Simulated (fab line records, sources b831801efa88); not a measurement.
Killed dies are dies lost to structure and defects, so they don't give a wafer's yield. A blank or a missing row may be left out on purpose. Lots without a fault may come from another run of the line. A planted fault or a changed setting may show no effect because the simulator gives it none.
Which tool did it? | flow gf180mcu | 13 lots, 39 wafers sampled, at 4 steps of a route of 602

WHAT THE GAUGES READ, wafer by wafer
GF_TOP_METAL_THK_MEAS_06: measures by xrf. Usual: TOP_METAL_ALCU_THK 900 nm, standard deviation 15.
lot  | measured     | on            | TOP_METAL_ALCU_THK (nm) | flag
L963 | day 27 22:58 | film_metro-01 | 887 887 899             |
L964 | day 28 00:20 | film_metro-01 | 912 905 899             |
L966 | day 28 11:57 | film_metro-02 | 893 886 892             |
L965 | day 28 16:35 | film_metro-02 | 889 889 904             |
L968 | day 29 05:24 | film_metro-01 | 890 899 886             |
L971 | day 30 00:59 | film_metro-04 | 908 906 914             |
L974 | day 30 22:23 | film_metro-01 | 889 901 912             |
L978 | day 31 23:50 | film_metro-02 | 897 905 897             |
L980 | day 32 13:01 | film_metro-01 | 893 894 883             |
L981 | day 32 18:51 | film_metro-02 | 907 907 904             |
L982 | day 32 21:32 | film_metro-02 | 871 897 878             |
L984 | day 33 09:32 | film_metro-02 | 886 898 886             |
L985 | day 33 15:11 | film_metro-04 | 911 920 904             |

GF_PASSIVATION_BOW_MEAS_14. Usual: PASSIVATION_BOW 140 um, standard deviation 10.
lot  | measured     | on            | PASSIVATION_BOW (um) | flag
L963 | day 29 17:32 | film_metro-01 | 156 150 143          |
L964 | day 29 19:02 | film_metro-03 | 127 131 131          |
L966 | day 30 03:36 | film_metro-04 | 143 133 142          |
L965 | day 30 09:20 | film_metro-01 | 145 133 146          |
L968 | day 30 22:03 | film_metro-04 | 130 124 130          |
L971 | day 31 16:08 | film_metro-03 | 138 139 136          |
L974 | day 32 11:51 | film_metro-01 | 147 142 147          |
L978 | day 33 10:49 | film_metro-04 | 129 117 135          |
L980 | day 33 23:02 | film_metro-03 | 157 148 159          |
L981 | day 34 04:28 | film_metro-01 | 151 133 142          |
L982 | day 34 07:31 | film_metro-01 | 141 145 159          |
L984 | day 34 17:32 | film_metro-04 | 150 154 161          |
L985 | day 34 23:32 | film_metro-04 | 126 126 124          |

WHICH TOOL RAN EACH LOT (tool, then ch and the chambers of the sampled wafers, then the start)
lot  | GF_V1_ETCH_17                      | GF_TOP_METAL_SPUTTER_00
L963 | rie_diel-03 ch 0,2,3, day 19 00:00 | pvd_sputter-04, day 27 22:38
L964 | rie_diel-04 ch 1,2,3, day 19 00:00 | pvd_sputter-03, day 27 23:59
L966 | rie_diel-01 ch 0,2,3, day 19 14:00 | pvd_sputter-04, day 28 11:36
L965 | rie_diel-01 ch 0,2,3, day 19 19:00 | pvd_sputter-04, day 28 16:16
L968 | rie_diel-03 ch 0,1, day 20 13:00   | pvd_sputter-01, day 29 05:03
L971 | rie_diel-03 ch 0,1,3, day 21 13:00 | pvd_sputter-04, day 30 00:39
L974 | rie_diel-03 ch 2,3, day 22 16:00   | pvd_sputter-04, day 30 22:02
L978 | rie_diel-04 ch 0,1,3, day 24 00:00 | pvd_sputter-01, day 31 23:29
L980 | rie_diel-01 ch 1,2, day 24 16:00   | pvd_sputter-01, day 32 12:41
L981 | rie_diel-01 ch 1,2,3, day 25 00:00 | pvd_sputter-04, day 32 18:31
L982 | rie_diel-01 ch 0,1,2, day 25 04:00 | pvd_sputter-03, day 32 21:11
L984 | rie_diel-03 ch 1,2,3, day 25 18:00 | pvd_sputter-03, day 33 09:11
L985 | rie_diel-01 ch 1,2, day 26 03:00   | pvd_sputter-04, day 33 14:51
- GF_V1_ETCH_17: etches SiO2 in C4F8/O2/Ar, stops on TiN, target depth 630 nm.
- GF_TOP_METAL_SPUTTER_00: material Ti, target thk 37.5 nm, time 150 s.

WHAT THE TOOLS THEMSELVES READ (means of the sampled wafers that have a number; where no wafer has one, the mark that the record gives instead)
GF_V1_ETCH_17. Usual: bias_w 1201 W, standard deviation 3.4; oes_product_au 0.857 a.u., standard deviation 0.0043.
lot  | tool        | bias_w (W) | oes_product_au (a.u.) | flag
L963 | rie_diel-03 | 1201       | 0.860                 |
L964 | rie_diel-04 | 1201       | 0.859                 |
L966 | rie_diel-01 | 1200       | 0.855                 |
L965 | rie_diel-01 | 1201       | 0.855                 |
L968 | rie_diel-03 | 1202       | 0.858                 |
L971 | rie_diel-03 | 1202       | 0.861                 |
L974 | rie_diel-03 | 1204       | 0.850                 |
L978 | rie_diel-04 | 1201       | 0.860                 |
L980 | rie_diel-01 | 1200       | 0.853                 |
L981 | rie_diel-01 | 1201       | 0.861                 |
L982 | rie_diel-01 | 1197       | 0.858                 |
L984 | rie_diel-03 | 1204       | 0.854                 |
L985 | rie_diel-01 | 1201       | 0.855                 |

GF_TOP_METAL_SPUTTER_00. Usual: chamber_pressure_pa 2.000 Pa, standard deviation 0.0042; throttle_valve_pct 29.9 %, standard deviation 0.93.
lot  | tool           | chamber_pressure_pa (Pa) | throttle_valve_pct (%) | flag
L963 | pvd_sputter-04 | 2.000                    | 29.8                   |
L964 | pvd_sputter-03 | 2.000                    | 30.2                   |
L966 | pvd_sputter-04 | 1.999                    | 29.1                   |
L965 | pvd_sputter-04 | 1.998                    | 29.2                   |
L968 | pvd_sputter-01 | 2.004                    | 30.4                   |
L971 | pvd_sputter-04 | 2.002                    | 29.4                   |
L974 | pvd_sputter-04 | 2.004                    | 29.9                   |
L978 | pvd_sputter-01 | 1.996                    | 30.1                   |
L980 | pvd_sputter-01 | 2.002                    | 30.2                   |
L981 | pvd_sputter-04 | 2.002                    | 29.7                   |
L982 | pvd_sputter-03 | 1.998                    | 30.0                   |
L984 | pvd_sputter-03 | 2.000                    | 30.2                   |
L985 | pvd_sputter-04 | 1.997                    | 28.8                   |

THE ANSWER, worked out from the rows above alone
Rule: a lot is off if the mean of its wafers that have a number lies more than 3 standard deviations from the usual mean. A lot without any number at a reading at which 4 lots or more have one is off too. The other lots that the step has rows for count as sound. The gauges are gone through in route order, then the tools' own readings, and for those a lot's mean is taken as printed above. The first step at which some lot is off is used, and at that step the reading that is off furthest; a lot without a number counts as furthest.
No lot is off at any reading shown: from this, nothing can be told.

WHAT THE SIMULATOR HAD PUT IN
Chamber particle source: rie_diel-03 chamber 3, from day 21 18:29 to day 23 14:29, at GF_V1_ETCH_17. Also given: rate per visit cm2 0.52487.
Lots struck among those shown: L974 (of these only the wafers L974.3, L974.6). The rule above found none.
